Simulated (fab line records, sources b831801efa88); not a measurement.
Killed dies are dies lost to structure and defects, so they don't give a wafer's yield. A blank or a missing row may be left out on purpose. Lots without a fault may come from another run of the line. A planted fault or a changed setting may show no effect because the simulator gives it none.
Which tool did it? | flow sky130 | 6 lots, 18 wafers sampled, at 2 steps of a route of 708

WHAT THE GAUGES READ, wafer by wafer
SKY_SD_N_RS_MEAS_16: measures by four-point-probe.
lot  | measured     | on            | SD_N_RS (ohm/sq)
L464 | day 29 07:19 | film_metro-04 | 68.68 68.70 68.79
L466 | day 30 04:15 | film_metro-04 | 68.55 68.34 68.52
L469 | day 31 01:55 | film_metro-04 | 68.46 68.49 68.55
L471 | day 31 14:04 | film_metro-04 | 68.52 68.61 68.67
L482 | day 34 19:17 | film_metro-01 | 70.48 70.50 70.39
L483 | day 34 23:39 | film_metro-01 | 70.60 70.62 70.68

WHICH TOOL RAN EACH LOT (tool, then ch and the chambers of the sampled wafers, then the start)
lot  | SKY_SD_N_IMPLANT_10
L464 | implanter-02 ch 0, day 29 06:47
L466 | implanter-04 ch 0, day 30 03:43
L469 | implanter-04 ch 0, day 31 01:24
L471 | implanter-01 ch 0, day 31 13:32
L482 | implanter-01 ch 0, day 34 18:46
L483 | implanter-01 ch 0, day 34 23:07
- SKY_SD_N_IMPLANT_10

THE ANSWER, worked out from the rows above alone
Rule: what is usual is taken from the lots themselves. Put in order of their means at a reading, lots are off if they are a third of the lots or fewer, leave a main group of 4 or more, and stand apart from it by a gap of 3 or more times the standard deviation of the main group's means; of several such gaps the widest counts. A main group whose means are all the same, to the digits that the tables above print for the reading, isn't used. A lot without any number at a reading at which 4 lots or more have one is off too. The other lots that the step has rows for count as sound.
Off: L482, L483, at SKY_SD_N_RS_MEAS_16 (SD_N_RS). The main group: mean 68.57 ohm/sq, standard deviation 0.099.
A tool fits if, at a process step before that reading, it ran every lot that is off, and no sound lot after the first of them. The gauges at SKY_SD_N_RS_MEAS_16 are tried like those tools. Can't be told from this: 2 tools fit, implanter-01 at SKY_SD_N_IMPLANT_10, film_metro-01 at SKY_SD_N_RS_MEAS_16.

WHAT THE SIMULATOR HAD PUT IN
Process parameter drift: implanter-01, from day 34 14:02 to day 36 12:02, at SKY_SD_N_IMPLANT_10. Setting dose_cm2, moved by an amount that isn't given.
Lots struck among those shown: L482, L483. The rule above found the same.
